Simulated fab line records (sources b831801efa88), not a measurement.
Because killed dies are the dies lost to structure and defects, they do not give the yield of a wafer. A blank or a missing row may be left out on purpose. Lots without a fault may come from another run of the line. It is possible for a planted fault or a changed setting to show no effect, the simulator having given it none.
A struck lot beside a sound one :: flow sky130 :: 36 out of 708 route steps
Sound: the wafers L797.2, L797.3, L797.6. Wafers struck: L794.1, L794.3, L794.5. The cause comes at the end.
At each step with rows: each side's tool, then ch and its chambers, then its first start. Under that, the readings that differ: sound wafers :: struck wafers :: difference of the means :: sigmas: that difference in standard deviations of wafers without a fault.
alike: readings whose means differ by less than 2 such deviations, and words and numbers that are the same on both sides. not compared: withheld readings, readings that some wafer has no value for, bounds like >300 that may hide the same value, and numbers for which the record gives no deviation and whose values overlap.
A row with sigmas, a row that says differs or no value, or rows on one side alone: a step with any of these is where the two part. When numbers do not overlap yet have no deviation, they are printed without sigmas and do not part them. Lack of a reading on every wafer of one side parts them only where that side has two or more wafers.

first, 9 steps without rows for these wafers: SKY_PWDE_IMPLANT_08; SKY_PWDE_STRIP_09 (strips in O2/N2); SKY_NWELL_DEHYDRATE_03 (time 60 s); SKY_NWELL_HMDS_04 (prime time 60 s); SKY_NWELL_COAT_05 (resist thk 3000 nm); SKY_NWELL_SOFTBAKE_06; SKY_NWELL_EXPOSE_07 (exposes mask NWM, target cd 840 nm); SKY_NWELL_PEB_08; SKY_NWELL_DEVELOP_09 (develop time 60 s).
SKY_NWELL_IMPLANT_11:
  sound on implanter-04 ch 0, day 10 08:04; struck on implanter-03 ch 0, day 9 11:41
reading: dose-ions-cm2
sound: 1.902e+13 1.9011e+13 1.8985e+13
struck: 1.1394e+13 1.1373e+13 1.1369e+13
difference: -7.6267e+12
sigmas: -99 or more

reading: faraday-current-uA
sound: 102.8 106.5 109.0
struck: 62.8 63.3 65.1
difference: -42.4
sigmas: -20
  alike: beam-on-s
then, 3 steps without rows for these wafers: SKY_NWELL_IMPLANT_12; SKY_NWELL_IMPLANT_13; SKY_NWELL_STRIP_14 (strips in O2/N2).
SKY_NWELL_TW_MEAS_15:
  sound on film-metro-02, day 10 08:36; struck on film-metro-02, day 9 12:14
reading: NWELL_TW
sound: 1843 1838 1834
struck: 1568 1566 1563
difference: -273
sigmas: -23
then, 11 steps without rows for these wafers: SKY_NWELL_DEHYDRATE_16 (time 60 s); SKY_NWELL_HMDS_17 (prime time 60 s); SKY_NWELL_COAT_18 (resist thk 3000 nm); SKY_NWELL_SOFTBAKE_19; SKY_NWELL_EXPOSE_20 (exposes mask NWM COMPLEMENT, target cd 840 nm); SKY_NWELL_PEB_21; SKY_NWELL_DEVELOP_22 (develop time 60 s); SKY_NWELL_IMPLANT_24; SKY_NWELL_STRIP_25 (strips in O2/N2); SKY_NWELL_CLEAN_27 (cleans in SC1/SC2, time 150 s); SKY_NWELL_RTA_28 (time 30 s).
SKY_NWELL_RS_MEAS_29: a four-point-probe measurement.
  sound on film-metro-02, day 11 08:19; struck on film-metro-01, day 10 10:42
reading: NWELL_RS (ohm/sq)
sound: 622.2 624.3 625.8
struck: 820.5 820.0 819.1
difference: +195.8
sigmas: +99 or more
then, 7 steps without rows for these wafers: SKY_VT_ADJUST_HVTP_DEHYDRATE_00 (time 60 s); SKY_VT_ADJUST_HVTP_HMDS_01 (prime time 60 s); SKY_VT_ADJUST_HVTP_COAT_02 (resist thk 1140 nm); SKY_VT_ADJUST_HVTP_SOFTBAKE_03 (time 60 s); SKY_VT_ADJUST_HVTP_EXPOSE_04 (exposes mask HVTPM, target cd 380 nm); SKY_VT_ADJUST_HVTP_PEB_05; SKY_VT_ADJUST_HVTP_DEVELOP_06 (develop time 60 s).
-- the record jumps here: 32 days lie between the struck wafers' starts before and after (it left off in module VT_ADJUST_HVTP and takes up again in module VIA2, whose first step shown is number 521 of the route) --
SKY_VIA2_ETCH_14: etches BARC in N2/H2, stops on SiO2, time 45.9 s, target depth 60 nm.
  sound on rie-diel-01 ch 1,2,3, day 43 05:44; struck on rie-diel-04 ch 0,1,3, day 42 10:37
reading: model.VIA2.cd-nm (nm)
sound: 199.1 202 201.3
struck: 205.5 204.9 206.2
difference: +4.7
sigmas: 
  alike: drypump-motor-current-A, oes-product-au, throttle-valve-pct
  not compared: rf-hours-counter-h
SKY_VIA2_ETCH_15: etches SiO2 in C4F8/O2/Ar, stops on TiN, target depth 546 nm, time 84 s.
  sound on rie-diel-01 ch 1,2,3, day 43 05:46; struck on rie-diel-04 ch 0,1,3, day 42 10:40
reading: model.VIA2.cd-nm (nm)
sound: 192.5 195.9 199.1
struck: 202.7 204.9 205.1
difference: +8.4
sigmas: 
  alike: oes-product-au
  not compared: rf-hours-counter-h
-- the record jumps here: 8 days lie between the struck wafers' starts before and after (it left off in module VIA2 and takes up again in module PAD_OPEN, whose first step shown is number 708 of the route) --
SKY_PAD_OPEN_PROBE_99:
  sound on prober-02, day 51 00:26; struck on prober-01, day 50 12:49
reading: killed-at-other
sound: 0 0 0
struck: 0 2 1
difference: +1
sigmas: +2

reading: model.etest.nfet_16v.r-on-ohm-um
sound: 1.408e+04 1.424e+04 1.414e+04
struck: 1.633e+04 1.683e+04 1.67e+04
difference: +2.467e+03
sigmas: 

reading: model.etest.pfet_16v.r-on-ohm-um
sound: 1.494e+04 1.521e+04 1.516e+04
struck: 1.422e+04 1.465e+04 1.463e+04
difference: -6.033e+02
sigmas: 

reading: model.etest.res-nwell.line-ohm-um
sound: 1152 1163 1183
struck: 1587 1592 1622
difference: +434
sigmas: 

reading: model.etest.res-nwell.rs-ohm-sq
sound: 956 972.6 969.4
struck: 1245 1286 1279
difference: +304
sigmas: 

reading: model.etest.tip_p_5v.rs-ohm-sq
sound: 2827 2852 2815
struck: 2764 2774 2755
difference: -67
sigmas: 

reading: model.etest.res-iso-pwell.width-nm (nm)
sound: 2642 2659 2675
struck: 2684 2694 2687
difference: +30
sigmas: 

reading: model.etest.res-nwell.width-nm (nm)
sound: 835.1 836.9 831.2
struck: 797.4 798.1 796.8
difference: -37.0
sigmas: 

reading: model.etest.pfet_16v.drive-ua-um
sound: 253.1 247.6 251.9
struck: 267 260.8 263.7
difference: +13
sigmas: 
  alike: killed_at_M0_to_M3, killed_at_M4_up, killed-at-contacts, killed-at-front-end, killed-dies, killed-open, killed-short

## WHERE THEY PART
First at SKY_NWELL_IMPLANT_11; last, within this record, at SKY_PAD_OPEN_PROBE_99.

WHY: the cause the simulator had injected
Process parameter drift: implanter-03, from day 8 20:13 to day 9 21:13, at SKY_NWELL_IMPLANT_11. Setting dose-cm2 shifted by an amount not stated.
